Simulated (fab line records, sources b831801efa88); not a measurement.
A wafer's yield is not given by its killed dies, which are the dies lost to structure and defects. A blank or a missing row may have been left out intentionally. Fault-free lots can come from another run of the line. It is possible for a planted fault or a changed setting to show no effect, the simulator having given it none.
Comparing a struck lot with a sound one + flow sfq_line + 13 steps out of a route of 325
Sound: the wafers L244.1, L244.4, L244.6. Struck: wafer L235.4. (L235.1 of the same lot was not struck and is left out.) The cause comes at the end.
At each step with rows: each side's tool, then ch and its chambers, then its first start. Under that, the readings that differ: sound wafers + struck wafers + difference of the means + sigmas: that difference in standard deviations of wafers without a fault.
alike: readings whose means differ by less than 2 such deviations, and words and numbers that are the same on both sides. not compared: withheld readings, readings that some wafer has no value for, bounds like >300 that may hide the same value, and numbers for which the record gives no deviation and whose values overlap.
Wherever a step has rows on one side only, a row that says differs or no value, or a row with sigmas, the two part there. Numbers that have no deviation but don't overlap get no sigmas and don't part them. A reading missing from all wafers of one side parts the sides only when that side holds two or more wafers.

SFQ_INCOMING_BOW_MEAS_900:
  struck on film_metro-04, day 3 17:00; sound on film_metro-03, day 5 14:00
  alike: INCOMING_BOW
then, 1 step without rows for these wafers: SFQ_TRILAYER_INCOMING_OXIDATION_002 (target thk 500 nm, ox time 4939 s).
SFQ_TRILAYER_L0_DEP_SPUTTER_003: material MoNx KI, target thk 40 nm, time 100 s.
  struck on pvd_sputter-03, day 3 19:29; sound on pvd_sputter-03, day 5 16:29
  alike: throttle_valve_pct
SFQ_L0_RS_MEAS_901: measurement is done with a four-point probe.
  struck on film_metro-02, day 3 19:34; sound on film_metro-01, day 5 16:34
  alike: L0_MONX_KI_RS
SFQ_L0_THK_MEAS_902: measures by xrf.
  struck on film_metro-02, day 3 19:41; sound on film_metro-01, day 5 16:41
  alike: L0_MONX_KI_THK
SFQ_TRILAYER_L0_LITHO_COAT_010: resist thk 62 nm.
  sound on litho_track-01 ch 0, day 5 16:44; struck on litho_track-03 ch 0, day 3 19:44
| reading                                              | sound             | struck | difference | sigmas |
|------------------------------------------------------|-------------------|--------|------------|--------|
| model.BARC_of_TRILAYER_L0_LITHO_COAT_010.thk_nm (nm) | 62.11 62.31 62.06 | 58.37  | -3.79      |        |
  alike: exhaust_pa
then, 5 steps without rows for these wafers: SFQ_TRILAYER_L0_LITHO_COAT_005 (resist thk 600 nm); SFQ_TRILAYER_L0_LITHO_SOFTBAKE_009; SFQ_TRILAYER_L0_LITHO_EXPOSE_006 (exposes mask L0, target cd 2000 nm); SFQ_TRILAYER_L0_LITHO_PEB_008 (peb time 60 s); SFQ_TRILAYER_L0_LITHO_DEVELOP_007 (time 60 s).
-- the record jumps here: 3 days lie between the struck wafers' starts before and after --
SFQ_TRILAYER_L0_BARC_OPEN_METAL_ETCH_010: etches BARC in O2, target depth 125 nm, time 41.7 s.
  sound on rie_metal-03 ch 0,1, day 9 01:56; struck on rie_metal-03 ch 0, day 6 15:32
| reading                  | sound             | struck | difference | sigmas |
|--------------------------|-------------------|--------|------------|--------|
| oes_product_au (a.u.)    | 0.695 0.690 0.682 | 0.668  | -0.021     | -4     |
| model.etch.depth_nm (nm) | 62.11 62.31 62.06 | 58.37  | -3.79      |        |
  alike: drypump_motor_current_A
  not compared: rf_hours_counter_h
SFQ_TRILAYER_L0_ETCH_METAL_ETCH_008: etches MoNx KI in SF6/O2, stops on SiO2, target depth 50 nm, time 25 s.
  sound on rie_metal-03 ch 0,1, day 9 01:59; struck on rie_metal-03 ch 0, day 6 15:35
  alike: drypump_motor_current_A, oes_product_au
  not compared: rf_hours_counter_h

WHERE THEY PART
Only at SFQ_TRILAYER_L0_BARC_OPEN_METAL_ETCH_010, within this record. Later steps at which nothing parts them and some readings are alike: SFQ_TRILAYER_L0_ETCH_METAL_ETCH_008.

WHY: what had been put in by the simulator
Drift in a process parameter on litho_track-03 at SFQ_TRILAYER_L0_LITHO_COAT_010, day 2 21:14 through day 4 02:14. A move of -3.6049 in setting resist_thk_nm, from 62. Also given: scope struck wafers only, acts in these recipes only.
